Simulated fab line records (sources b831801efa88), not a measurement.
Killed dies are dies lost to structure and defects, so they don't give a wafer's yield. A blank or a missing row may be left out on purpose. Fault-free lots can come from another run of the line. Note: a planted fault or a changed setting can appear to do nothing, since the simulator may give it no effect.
fab line records + flow gf180mcu
record:
- lots: 6
- wafers: 18
- last_day: 35
route steps=602 shown MIM@519 M5@526
lots untouched by any fault: they come from a run of this same line in which no faults occurred
start_h: the number of hours between the record's first day and the start of the first shown wafer of the lot + wait_h: hours elapsed since this lot's preceding step + " the same as in the row above + L1.1+2: a single row standing in for several wafers + - value missing, or start not given + * or withheld: withheld + < > ~ a bound
route shown NAME@n: NAME is a module with steps in the file, n the number in the route of the first one + usual: mean and standard deviation over wafers with no fault + same: alike in all rows + chamber/n: place in a boat + sites: each site's reading + _std_site: standard deviation of those values + _edge_site: the outer-site mean with the inner-site mean subtracted + radius_mm: for every site, how far away it sits from the centre of the wafer + mask NAME#n: copy n + behind: the last tool/chamber to shape the wafer + hold: reason for holding the lot/hours on hold/outcome of the hold + device: which transistor (n, p or np) failed to switch + end of line: tests of these same wafers at the route's end + a step given without rows: its recipe and nothing more + killed: the dies lost at the first sort to structure and to defects; this is not the yield of the wafer + map: shows each die of a wafer: x if killed, . if not, _ if none is there
set.NAME: the setting the step ran with; set.NAME@STEP: the setting that earlier step ran with + model.NAME: the simulator's own value behind a step, which no gauge read
lots at selected steps of the route; one table per step, one row per wafer
services: the hour from which a tool's chamber was out of use, counted from the record's first day as start_h (under 0 if before that day), plus the number of hours and why
== steps ==
step: GF_MIM_EXPOSE_16
recipe:
- mask_id: FuseTop
- target_cd_nm: 2000
- na: 0.6
- source_shape: conventional
- sigma_outer: 0.6
- dose_mj: 140
step: GF_MIM_PEB_17
recipe:
- temp_c: withheld
- time_s: *
- resist: NOVOLAK
step: GF_MIM_DEVELOP_18
recipe:
- develop_time_s: 60
- dev_temp_c: 23
step: GF_MIM_METAL_ETCH_19
recipe:
- chemistry: Cl2/BCl3
- mask_material: NOVOLAK
- stop_on: Si3N4
- target_depth_nm: 324.5
- pressure_mtorr: 8
- icp_w: 800
- bias_w: 140
- Cl2_flow_sccm: 80
- bcl3_flow_sccm: 40
- time_s: 54.1
usual:
- drypump_motor_current_A: 5.82/0.15
- he_backside_leak_sccm: 3.53/0.3
- oes_product_au: 0.941/0.0065
- throttle_valve_pct: 28.283/0.011
| lot.wafer | tool         | chamber | start_h | wait_h | drypump_motor_current_A | he_backside_leak_sccm | oes_product_au | rf_hours_counter_h | throttle_valve_pct |
|-----------|--------------|---------|---------|--------|-------------------------|-----------------------|----------------|--------------------|--------------------|
| L971.1    | rie_metal-04 | 1       | 696.58  | 0.1    | 5.95                    | 3.44                  | 0.940          | 15                 | 28.283             |
| L971.2    | "            | 0       | "       | "      | 6.03                    | 3.37                  | 0.928          | 13                 | 28.298             |
| L971.5    | "            | 0       | "       | "      | 6.01                    | 3.47                  | 0.943          | -                  | 28.277             |
| L974.1    | rie_metal-02 | 1       | 724.37  | 0.1    | 5.69                    | 3.60                  | 0.945          | 4                  | 28.293             |
| L974.2    | "            | 0       | "       | "      | 5.73                    | 3.35                  | 0.934          | 7                  | 28.285             |
| L974.6    | "            | 0       | "       | "      | 5.73                    | 3.51                  | 0.938          | -                  | 28.281             |
| L976.3    | rie_metal-04 | 0       | 729.32  | 0.1    | 6.05                    | 3.53                  | 0.942          | -                  | 28.274             |
| L976.4    | "            | 0       | "       | "      | 6.03                    | 3.45                  | 0.937          | -                  | 28.285             |
| L976.5    | "            | 0       | "       | "      | 6.03                    | 3.49                  | 0.944          | -                  | 28.276             |
| L979.1    | rie_metal-04 | 0       | 745.52  | 0.1    | 6.03                    | 3.51                  | 0.932          | 16                 | 28.292             |
| L979.2    | "            | 0       | "       | "      | 6.03                    | 3.48                  | 0.941          | -                  | 28.285             |
| L979.4    | "            | 0       | "       | "      | 6.04                    | 3.75                  | 0.945          | -                  | 28.275             |
| L978.1    | rie_metal-02 | 0       | 747.83  | 0.1    | 5.73                    | 3.49                  | 0.934          | 8                  | 28.287             |
| L978.3    | "            | 0       | "       | "      | 5.74                    | 3.56                  | 0.931          | -                  | 28.303             |
| L978.4    | "            | 1       | "       | "      | 5.62                    | 3.73                  | 0.932          | -                  | 28.279             |
| L981.2    | rie_metal-03 | 0       | 763.02  | 0.1    | 5.86                    | 3.58                  | 0.944          | 5                  | 28.294             |
| L981.5    | "            | 1       | "       | "      | 5.73                    | 3.61                  | 0.946          | -                  | 28.278             |
| L981.6    | "            | 0       | "       | "      | 5.86                    | 3.57                  | 0.942          | -                  | 28.290             |
step: GF_MIM_STRIP_20
recipe:
- chemistry: O2/N2
- power_w: 1400
- pressure_mtorr: 1500
- platen_temp_c: 250
- o2_flow_sccm: 3000
- n2_flow_sccm: 300
- overash_fraction: 0.5
usual:
- drypump_motor_current_A: 5.6/0.37
- heater_power_w: 335/25
- oes_product_au: 0.691/0.0052
- strip_time_to_endpoint_s: 11.21/0.05
| lot.wafer | tool            | chamber | start_h | wait_h | drypump_motor_current_A | heater_power_w | oes_product_au | rf_hours_counter_h | strip_time_to_endpoint_s |
|-----------|-----------------|---------|---------|--------|-------------------------|----------------|----------------|--------------------|--------------------------|
| L971.1    | plasma_asher-04 | 1       | 696.65  | 0.0    | 6.2                     | 327            | 0.682          | 109                | 11.16                    |
| L971.2    | "               | 0       | "       | "      | 5.3                     | 359            | 0.696          | 109                | 11.18                    |
| L971.5    | "               | 1       | "       | "      | 6.2                     | 319            | 0.697          | -                  | 11.17                    |
| L974.1    | plasma_asher-04 | 0       | 724.44  | 0.0    | 5.3                     | 353            | 0.688          | 112                | 11.29                    |
| L974.2    | "               | 1       | "       | "      | 6.2                     | 310            | 0.677          | 112                | 11.17                    |
| L974.6    | "               | 0       | "       | "      | 5.3                     | 361            | 0.684          | -                  | 11.19                    |
| L976.3    | plasma_asher-03 | 1       | 729.44  | 0.1    | 5.6                     | 301            | 0.677          | -                  | 11.14                    |
| L976.4    | "               | 0       | "       | "      | 5.1                     | 313            | 0.686          | -                  | 11.18                    |
| L976.5    | "               | 0       | "       | "      | 5.1                     | 306            | 0.696          | -                  | 11.19                    |
| L979.1    | plasma_asher-04 | 0       | 745.66  | 0.1    | 5.3                     | 370            | 0.698          | 0                  | 11.19                    |
| L979.2    | "               | 1       | "       | "      | 6.2                     | 306            | 0.690          | 0                  | 11.16                    |
| L979.4    | "               | 1       | "       | "      | 6.2                     | 301            | 0.691          | -                  | 11.16                    |
| L978.1    | plasma_asher-04 | 1       | 747.90  | 0.0    | 6.2                     | 299            | 0.681          | 0                  | 11.10                    |
| L978.3    | "               | 0       | "       | "      | 5.3                     | 365            | 0.689          | -                  | 11.10                    |
| L978.4    | "               | 1       | "       | "      | 6.2                     | 303            | 0.690          | -                  | 11.11                    |
| L981.2    | plasma_asher-04 | 0       | 763.09  | 0.0    | 5.3                     | 363            | 0.688          | 2                  | 11.17                    |
| L981.5    | "               | 1       | "       | "      | 6.2                     | 299            | 0.685          | -                  | 11.13                    |
| L981.6    | "               | 0       | "       | "      | 5.3                     | 364            | 0.687          | -                  | 11.13                    |
step: GF_MIM_STRIP_21
recipe:
- chemistry: post_etch_residue_remover
- time_s: 1200
- temp_c: 72.5
step: GF_MIM_CLEAN_22
recipe:
- chemistry: DIW
- dry: n2_spin
step: GF_M5_DEHYDRATE_00
recipe:
- temp_c: 200
- time_s: 60
step: GF_M5_HMDS_01
recipe:
- prime_time_s: 60
- prime_temp_c: 120
step: GF_M5_COAT_02
recipe:
- resist: KrF
- spin_rpm: withheld
- resist_thk_nm: 1000
step: GF_M5_SOFTBAKE_03
recipe:
- temp_c: 130
- time_s: 60
- resist: KrF
step: GF_M5_EXPOSE_04
recipe:
- mask_id: Metal5
- target_cd_nm: 280
- na: 0.68
- source_shape: conventional
- sigma_outer: 0.6
- dose_mj: 28
step: GF_M5_PEB_05
recipe:
- peb_temp_c: 135
- peb_time_s: 90
- resist: KrF
usual:
- chill_plate_temp_C: 23.00/0.093
- exhaust_pa: 44.8/0.94
- peb_time_s: 90/0
- resist_line_temp_C: 23.00/0.1
| lot.wafer | tool           | chamber | start_h | wait_h | chill_plate_temp_C | exhaust_pa | peb_time_s | resist_line_temp_C |
|-----------|----------------|---------|---------|--------|--------------------|------------|------------|--------------------|
| L971.1    | litho_track-03 | 0       | 715.02  | -      | 22.75              | 43.9       | 90         | 23.11              |
| L971.2    | "              | 0       | "       | "      | 23.04              | 46.4       | 90         | 22.95              |
| L971.5    | "              | 0       | "       | "      | 22.88              | 45.0       | 90         | 23.04              |
| L974.1    | litho_track-03 | -       | 742.17  | -      | -                  | -          | -          | -                  |
| L974.2    | "              | -       | "       | "      | -                  | -          | -          | -                  |
| L974.6    | "              | -       | "       | "      | -                  | -          | -          | -                  |
| L976.3    | litho_track-01 | -       | 746.72  | -      | -                  | -          | -          | -                  |
| L976.4    | "              | -       | "       | "      | -                  | -          | -          | -                  |
| L976.5    | "              | -       | "       | "      | -                  | -          | -          | -                  |
| L979.1    | litho_track-03 | 0       | 762.37  | -      | 23.05              | 44.8       | 90         | 23.17              |
| L979.2    | "              | 0       | "       | "      | 22.99              | 43.6       | 90         | 23.19              |
| L979.4    | "              | 0       | "       | "      | 23.08              | 44.1       | 90         | 23.23              |
| L978.1    | litho_track-03 | 0       | 764.27  | -      | 23.07              | 44.9       | 90         | 22.91              |
| L978.3    | "              | 0       | "       | "      | 22.93              | 45.4       | 90         | 22.87              |
| L978.4    | "              | 0       | "       | "      | 22.90              | 44.5       | 90         | 22.87              |
| L981.2    | litho_track-04 | 0       | 778.62  | -      | 23.05              | 44.0       | 90         | 22.88              |
| L981.5    | "              | 0       | "       | "      | 23.12              | 43.5       | 90         | 23.04              |
| L981.6    | "              | 0       | "       | "      | 22.94              | 43.9       | 90         | 22.87              |
step: GF_M5_DEVELOP_06
recipe:
- develop_time_s: 60
- dev_temp_c: 21
== services ==
| tool            | chamber | start_h | hours | kind           |
|-----------------|---------|---------|-------|----------------|
| rie_metal-04    | 0       | 680.85  | 4.1   | repair         |
| rie_metal-03    | 1       | 682.38  | -     | clean          |
| rie_metal-03    | 1       | 682.38  | 24.1  | scheduled_down |
| rie_metal-03    | 1       | 682.38  | 24.1  | vent_cycle     |
| rie_metal-04    | 1       | 721.30  | -     | clean          |
| rie_metal-04    | 1       | 721.30  | 29.6  | scheduled_down |
| rie_metal-04    | 1       | 721.30  | 29.6  | vent_cycle     |
| plasma_asher-04 | -       | 733.75  | 9.0   | pm             |
| plasma_asher-04 | 0       | 733.75  | 9.0   | vent_cycle     |
| plasma_asher-04 | 1       | 733.75  | 9.0   | vent_cycle     |
| plasma_asher-04 | 0       | 742.75  | -     | clean          |
| plasma_asher-04 | 1       | 742.75  | -     | clean          |
| rie_metal-04    | 0       | 751.55  | -     | clean          |
| rie_metal-04    | 0       | 751.55  | 17.9  | scheduled_down |
| rie_metal-04    | 0       | 751.55  | 17.9  | vent_cycle     |
| plasma_asher-03 | -       | 755.26  | 2.9   | repair         |
| plasma_asher-04 | -       | 766.21  | 0.9   | repair         |
== key ==
first_sign:
- step: GF_M5_PEB_05
- reading: tool_record
- direction: missing
effect none on later readings
met_at GF_M5_PEB_05
struck_wafers L974.1,L974.2,L974.6,L976.3,L976.4,L976.5
later_rows_left_out L974.1,L974.2,L974.6,L976.3,L976.4,L976.5
sort_left_out L974.1,L974.2,L974.6,L976.3,L976.4,L976.5
onset_between 715.02 742.17
fault:
- kind: skipped_step_whole
- tool: litho_track-01,litho_track-03
- chamber: -
- onset_h: 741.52
- steps: GF_M5_PEB_05
- scope: struck_lots_only
sort_left_out: the simulated sort isn't trusted on such a fault, so these wafers' sort isn't shown, and their yield isn't known
later_rows_left_out: the simulator's readings of these wafers behind a module that went badly wrong aren't trusted and aren't shown, but for the sort
